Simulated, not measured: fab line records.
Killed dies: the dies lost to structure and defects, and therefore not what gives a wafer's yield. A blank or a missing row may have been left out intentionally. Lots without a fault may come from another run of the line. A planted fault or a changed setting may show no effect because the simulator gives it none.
Which tool was responsible? | flow sky130 | 10 lots (29 wafers sampled), 1 step of a 708-step route

WHAT THE GAUGES READ, wafer by wafer
SKY_VT_ADJUST_LVTN_OVL_MEAS_07.
lot  | measured     | on         | VT_ADJUST_LVTN_OVL (nm)
L970 | day 6 21:53  | overlay-02 | 0.6 2.4 -1.1
L971 | day 7 02:27  | overlay-01 | -2.6 -3.5 -1.2
L972 | day 7 11:39  | overlay-02 | -3.6 -3.2 -2.5
L973 | day 7 16:17  | overlay-02 | -1.0 -2.9 -0.6
L974 | day 7 23:44  | overlay-01 | -3.4 -3.0 -2.1
L983 | day 10 14:44 | overlay-01 | 0.8 -1.5 -2.1
L984 | day 10 20:05 | overlay-02 | -3.1 -2.6
L991 | day 12 21:24 | overlay-02 | 0.3 -1.4 1.9
L992 | day 13 02:56 | overlay-02 | -0.2 -2.3 -1.4
L993 | day 13 15:02 | overlay-02 | -0.2 0.2 1.1

WHICH TOOL RAN EACH LOT (tool, then ch and the chambers of the sampled wafers, then the start)
The record holds no process step before these readings.

THE ANSWER, worked out from the rows above alone
Rule: what is usual is taken from the lots themselves. The widest of any qualifying gaps counts: lots, ordered by their means at a reading, are off when they make up no more than a third of the lots, leave a main group of 4 or more, and stand apart from it by 3 or more times the standard deviation of that group's means. Not used: any main group whose means are identical at the precision the tables above print for the reading. Also off: a lot with no number at a reading for which 4 or more lots have one. All remaining lots with rows at the step are treated as sound.
No lot is off on any of the readings shown, so nothing can be concluded from this.

WHAT HAD BEEN PUT IN BY THE SIMULATOR
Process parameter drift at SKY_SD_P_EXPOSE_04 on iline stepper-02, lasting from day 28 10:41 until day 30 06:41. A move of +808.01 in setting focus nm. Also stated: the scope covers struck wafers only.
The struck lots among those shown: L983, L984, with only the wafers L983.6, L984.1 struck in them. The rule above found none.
